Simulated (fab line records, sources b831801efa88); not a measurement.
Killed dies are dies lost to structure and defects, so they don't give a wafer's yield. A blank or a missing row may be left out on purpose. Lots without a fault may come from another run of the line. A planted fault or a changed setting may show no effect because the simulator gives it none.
A struck lot beside a sound one | flow sky130 | 15 steps out of a route of 708
Sound: wafers L515.1, L515.2, L515.5. Struck: wafers L522.3, L522.5, L522.6. The cause comes at the end.
At each step with rows: each side's tool, then ch and its chambers, then its first start. Under that, the readings that differ: sound wafers | struck wafers | difference of the means | sigmas: that difference in standard deviations of wafers without a fault.
alike: readings whose means differ by less than 2 such deviations, and words and numbers that are the same on both sides. not compared: withheld readings, readings that some wafer has no value for, bounds like >300 that may hide the same value, and numbers for which the record gives no deviation and whose values overlap.
The two part at a step that has a row with sigmas, a row that says differs or no value, or rows on one side only. Numbers that don't overlap but have no deviation are shown without sigmas and don't part them. A reading that every wafer of one side lacks parts them only if that side has two wafers or more.

first, 1 step without rows for these wafers: SKY_POLY_CUT_DEVELOP_07 (develop time 60 s).
SKY_POLY_CUT_CD_MEAS_08: target cd 270 nm.
  sound on cd_sem-01, day 29 07:43; struck on cd_sem-02, day 31 08:04
  alike: cd_nm
SKY_POLY_CUT_OVL_MEAS_09:
  sound on overlay-02, day 29 07:50; struck on overlay-01, day 31 08:09
  alike: POLY_CUT_OVL
SKY_POLY_CUT_ETCH_10: etches BARC in N2/H2, stops on SiO2, time 45.9 s, target depth 60 nm.
  sound on rie_diel-03 ch 0,2,3, day 29 07:52; struck on rie_diel-03 ch 1,2,3, day 31 08:10
  alike: drypump_motor_current_A, oes_product_au, throttle_valve_pct
  not compared: rf_hours_counter_h
SKY_POLY_CUT_ETCH_11: etches Si3N4 in CF4/CH2F2/Ar, stops on poly-Si, time 42.5 s, target depth 60 nm.
  sound on rie_diel-03 ch 0,2,3, day 29 07:55; struck on rie_diel-03 ch 1,2,3, day 31 08:13
  alike: drypump_motor_current_A, oes_product_au, throttle_valve_pct
  not compared: rf_hours_counter_h
SKY_POLY_CUT_STRIP_12: strips in O2/N2.
  sound on plasma_asher-01 ch 0,1, day 29 07:57; struck on plasma_asher-02 ch 0,1, day 31 08:17
  alike: drypump_motor_current_A, oes_product_au, strip_time_to_endpoint_s
  not compared: rf_hours_counter_h
then, 6 steps without rows for these wafers: SKY_SD_P_DEHYDRATE_00 (time 60 s); SKY_SD_P_HMDS_01 (prime time 60 s); SKY_SD_P_COAT_02 (resist thk 1140 nm); SKY_SD_P_SOFTBAKE_03 (time 60 s); SKY_SD_P_EXPOSE_04 (exposes mask PSDM, target cd 380 nm); SKY_SD_P_PEB_05.
SKY_SD_P_DEVELOP_06: develop time 60 s.
  sound on litho_track-02 ch 0, day 30 11:02; struck on litho_track-04 ch 0, day 32 10:31
  reading              | sound             | struck            | difference | sigmas
  developer_temp_C (C) | 23.09 23.00 23.05 | 22.08 22.00 22.04 | -1.01      | -10
  alike: chill_plate_temp_C
SKY_SD_P_CD_MEAS_07: target cd 380 nm.
  sound on cd_sem-02, day 30 11:11; struck on cd_sem-01, day 32 10:39
  alike: cd_nm
SKY_PAD_OPEN_PROBE_99:
  the record has rows for the sound wafers here (prober-01, day 49 04:56) and none for the struck ones

WHERE THEY PART
First at SKY_SD_P_DEVELOP_06; last, within this record, at SKY_PAD_OPEN_PROBE_99.

WHY: what the simulator had put in
Process parameter drift: litho_track-04, from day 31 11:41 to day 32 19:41, at SKY_SD_P_DEVELOP_06. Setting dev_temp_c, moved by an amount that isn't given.
